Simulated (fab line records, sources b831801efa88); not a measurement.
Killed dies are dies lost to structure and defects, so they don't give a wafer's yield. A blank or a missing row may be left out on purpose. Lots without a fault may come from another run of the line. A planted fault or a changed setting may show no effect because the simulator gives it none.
A struck lot beside a sound one | flow sky130 | 43 steps out of a route of 708
Sound: wafers L617.1, L617.3, L617.5. Struck: wafers L627.3, L627.5, L627.6. The cause comes at the end.
At each step with rows: each side's tool, then ch and its chambers, then its first start. Under that, the readings that differ: sound wafers | struck wafers | difference of the means | sigmas: that difference in standard deviations of wafers without a fault.
alike: readings whose means differ by less than 2 such deviations, and words and numbers that are the same on both sides. not compared: withheld readings, readings that some wafer has no value for, bounds like >300 that may hide the same value, and numbers for which the record gives no deviation and whose values overlap.
The two part at a step that has a row with sigmas, a row that says differs or no value, or rows on one side only. Numbers that don't overlap but have no deviation are shown without sigmas and don't part them. A reading that every wafer of one side lacks parts them only if that side has two wafers or more.

first, 1 step without rows for these wafers: SKY_FIELD_ISO_DEVELOP_12 (develop time 60 s).
SKY_FIELD_ISO_CD_MEAS_13: target cd 150 nm.
  sound on cd_sem-02, day 2 10:44; struck on cd_sem-01, day 4 14:43
  alike: cd_nm
SKY_FIELD_ISO_ETCH_14: etches BARC in N2/H2, stops on SiO2, time 45.9 s, target depth 60 nm.
  sound on rie_diel-04 ch 1,3, day 2 10:52; struck on rie_diel-04 ch 1,2,3, day 4 14:47
  alike: drypump_motor_current_A, oes_product_au, throttle_valve_pct
  not compared: rf_hours_counter_h
then, 1 step without rows for these wafers: SKY_FIELD_ISO_ETCH_15 (etches the open film in CHF3/O2, stops on Si, target depth 180 nm, time 72 s).
SKY_FIELD_ISO_STRIP_16: strips in O2/N2.
  sound on plasma_asher-01 ch 1, day 2 10:58; struck on plasma_asher-01 ch 0,1, day 4 14:55
  alike: drypump_motor_current_A, oes_product_au, strip_time_to_endpoint_s
  not compared: rf_hours_counter_h
SKY_FIELD_ISO_ETCH_17: etches Si in HBr/Cl2/O2, target depth 342 nm, time 97.7 s.
  sound on rie_si-01 ch 0,3, day 2 11:04; struck on rie_si-02 ch 1,2,3, day 4 14:59
  reading               | sound             | struck            | difference | sigmas
  oes_product_au (a.u.) | 0.988 0.998 0.997 | 1.012 1.009 1.014 | +0.017     | +2
  alike: drypump_motor_current_A, throttle_valve_pct
  not compared: rf_hours_counter_h
then, 5 steps without rows for these wafers: SKY_FIELD_ISO_WET_ETCH_18 (etches Si3N4 in H3PO4, target depth 25 nm, time 286 s); SKY_FIELD_ISO_CLEAN_19 (cleans in SC1/SC2, time 150 s); SKY_FIELD_ISO_CLEAN_20 (cleans in dHF, time 20 s); SKY_FIELD_ISO_WET_ETCH_21 (etches SiO2 in dHF, target depth 20 nm, time 400 s); SKY_FIELD_ISO_OXIDATION_22 (stabilise 600 s, purge 300 s, target thk 10 nm).
SKY_FIELD_ISO_THK_MEAS_23:
  sound on film_metro-03, day 2 13:32; struck on film_metro-03, day 4 17:09
  alike: FIELD_ISO_OXIDATION_01_THK
SKY_FIELD_ISO_CVD_24: deposits SiO2, target thk 595 nm, time 99.2 s.
  sound on hdpcvd-02 ch 0,2, day 2 13:36; struck on hdpcvd-02 ch 1,2, day 4 17:11
SKY_FIELD_ISO_THK_MEAS_25:
  sound on film_metro-01, day 2 13:41; struck on film_metro-04, day 4 17:17
  alike: FIELD_ISO_CVD_24_THK
then, 7 steps without rows for these wafers: SKY_FIELD_ISO_ANNEAL_26 (time 1800 s); SKY_FIELD_ISO_CMP_27 (polishes, stops on Si3N4, t overpolish 16 s, target thk 457.8 nm); SKY_FIELD_ISO_WET_ETCH_28 (etches SiO2 in dHF, target depth 23.7 nm, time 47 s); SKY_FIELD_ISO_WET_ETCH_29 (etches Si3N4 in H3PO4, target depth 160 nm, time 1825 s); SKY_FIELD_ISO_WET_ETCH_30 (etches SiO2 in dHF, target depth 25 nm, time 50 s); SKY_NWELL_CLEAN_00 (cleans in SC1/SC2, time 150 s); SKY_NWELL_OXIDATION_01 (stabilise 600 s, purge 300 s, target thk 10 nm).
SKY_NWELL_THK_MEAS_02:
  sound on film_metro-01, day 2 17:50; struck on film_metro-01, day 4 22:27
  alike: NWELL_OXIDATION_THK
then, 8 steps without rows for these wafers: SKY_DNWELL_DEHYDRATE_00 (time 60 s); SKY_DNWELL_HMDS_01 (prime time 60 s); SKY_DNWELL_COAT_02 (resist thk 3000 nm); SKY_DNWELL_SOFTBAKE_03; SKY_DNWELL_EXPOSE_04 (exposes mask DNM, target cd 3000 nm); SKY_DNWELL_PEB_05; SKY_DNWELL_DEVELOP_06 (develop time 60 s); SKY_DNWELL_IMPLANT_07.
SKY_DNWELL_STRIP_08: strips in O2/N2.
  sound on plasma_asher-04 ch 0, day 3 10:10; struck on plasma_asher-04 ch 0,1, day 5 16:05
  alike: drypump_motor_current_A, oes_product_au, strip_time_to_endpoint_s
  not compared: rf_hours_counter_h
SKY_DNWELL_TW_MEAS_09:
  sound on film_metro-01, day 3 10:16; struck on film_metro-02, day 5 16:10
  alike: DNWELL_TW
then, 7 steps without rows for these wafers: SKY_PWDE_DEHYDRATE_00 (time 60 s); SKY_PWDE_HMDS_01 (prime time 60 s); SKY_PWDE_COAT_02 (resist thk 3000 nm); SKY_PWDE_SOFTBAKE_03; SKY_PWDE_EXPOSE_04 (exposes mask PWDEM, target cd 840 nm); SKY_PWDE_PEB_05; SKY_PWDE_DEVELOP_06 (develop time 60 s).
SKY_PWDE_OVL_MEAS_07:
  sound on overlay-01, day 4 01:20; struck on overlay-02, day 6 09:56
  alike: PWDE_OVL
then, 1 step without rows for these wafers: SKY_PWDE_IMPLANT_08.
SKY_PWDE_STRIP_09: strips in O2/N2.
  sound on plasma_asher-04 ch 0,1, day 4 01:32; struck on plasma_asher-04 ch 0,1, day 6 10:08
  alike: drypump_motor_current_A, oes_product_au, strip_time_to_endpoint_s
  not compared: rf_hours_counter_h
-- the record jumps here: 42 days lie between the struck wafers' starts before and after (it left off in module PWDE and takes up again in module PAD_OPEN, whose first step shown is number 708 of the route) --
SKY_PAD_OPEN_PROBE_99:
  sound on prober-02, day 45 13:37; struck on prober-02, day 48 13:20
  reading             | sound     | struck      | difference | sigmas
  killed_at_front_end | 21 14 25  | 77 81 55    | +51        | +12
  killed_dies         | 107 85 97 | 153 134 102 | +33        | +3
  killed_open         | 57 51 50  | 46 28 34    | -17        | -2
  alike: killed_at_M0_to_M3, killed_at_M4_up, killed_at_contacts, killed_at_other, killed_short

WHERE THEY PART
First at SKY_FIELD_ISO_ETCH_17; last, within this record, at SKY_PAD_OPEN_PROBE_99.

WHY: what the simulator had put in
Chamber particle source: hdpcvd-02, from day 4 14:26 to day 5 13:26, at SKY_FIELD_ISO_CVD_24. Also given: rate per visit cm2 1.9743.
